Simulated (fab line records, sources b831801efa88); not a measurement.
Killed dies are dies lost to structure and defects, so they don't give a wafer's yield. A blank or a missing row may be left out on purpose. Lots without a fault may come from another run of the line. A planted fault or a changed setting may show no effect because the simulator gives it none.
A struck lot beside a sound one | flow sky130 | 14 steps out of a route of 708
Sound: wafers L960.1, L960.3, L960.5. Struck: wafers L965.1, L965.4, L965.5. The cause comes at the end.
At each step with rows: each side's tool, then ch and its chambers, then its first start. Under that, the readings that differ: sound wafers | struck wafers | difference of the means | sigmas: that difference in standard deviations of wafers without a fault.
alike: readings whose means differ by less than 2 such deviations, and words and numbers that are the same on both sides. not compared: withheld readings, readings that some wafer has no value for, bounds like >300 that may hide the same value, and numbers for which the record gives no deviation and whose values overlap.
The two part at a step that has a row with sigmas, a row that says differs or no value, or rows on one side only. Numbers that don't overlap but have no deviation are shown without sigmas and don't part them. A reading that every wafer of one side lacks parts them only if that side has two wafers or more.

first, 4 steps without rows for these wafers: SKY_LDD_HVP_SOFTBAKE_03 (time 60 s); SKY_LDD_HVP_EXPOSE_04 (exposes mask HVPTM, target cd 700 nm); SKY_LDD_HVP_PEB_05; SKY_LDD_HVP_DEVELOP_06 (develop time 60 s).
SKY_LDD_HVP_OVL_MEAS_07:
  sound on overlay-02, day 22 01:40; struck on overlay-01, day 24 05:31
  alike: LDD_HVP_OVL
then, 1 step without rows for these wafers: SKY_LDD_HVP_IMPLANT_08.
SKY_LDD_HVP_STRIP_09: strips in O2/N2.
  sound on plasma_asher-03 ch 0,1, day 22 01:52; struck on plasma_asher-04 ch 0,1, day 24 05:43
  alike: drypump_motor_current_A, oes_product_au, strip_time_to_endpoint_s
  not compared: rf_hours_counter_h
SKY_LDD_HVP_TW_MEAS_10:
  sound on film_metro-01, day 22 01:58; struck on film_metro-01, day 24 05:49
  alike: LDD_HVP_TW
then, 4 steps without rows for these wafers: SKY_LDD_LDN_DEHYDRATE_00 (time 60 s); SKY_LDD_LDN_HMDS_01 (prime time 60 s); SKY_LDD_LDN_COAT_02 (resist thk 1140 nm); SKY_LDD_LDN_SOFTBAKE_03 (time 60 s).
SKY_LDD_LDN_EXPOSE_04: exposes mask LDNTM, target cd 700 nm.
  sound on iline_stepper-01 ch 0, day 22 17:24; struck on iline_stepper-02 ch 0, day 24 20:49
  reading | sound                   | struck                           | difference | sigmas
  mask    | LDNTM#0 LDNTM#0 LDNTM#0 | LDNTM_R1#0 LDNTM_R1#0 LDNTM_R1#0 | differs    |
  alike: exposure_dose_mJ_cm2, reticle_temp_C
then, 1 step without rows for these wafers: SKY_LDD_LDN_PEB_05.

WHERE THEY PART
Only at SKY_LDD_LDN_EXPOSE_04, within this record.

WHY: what the simulator had put in
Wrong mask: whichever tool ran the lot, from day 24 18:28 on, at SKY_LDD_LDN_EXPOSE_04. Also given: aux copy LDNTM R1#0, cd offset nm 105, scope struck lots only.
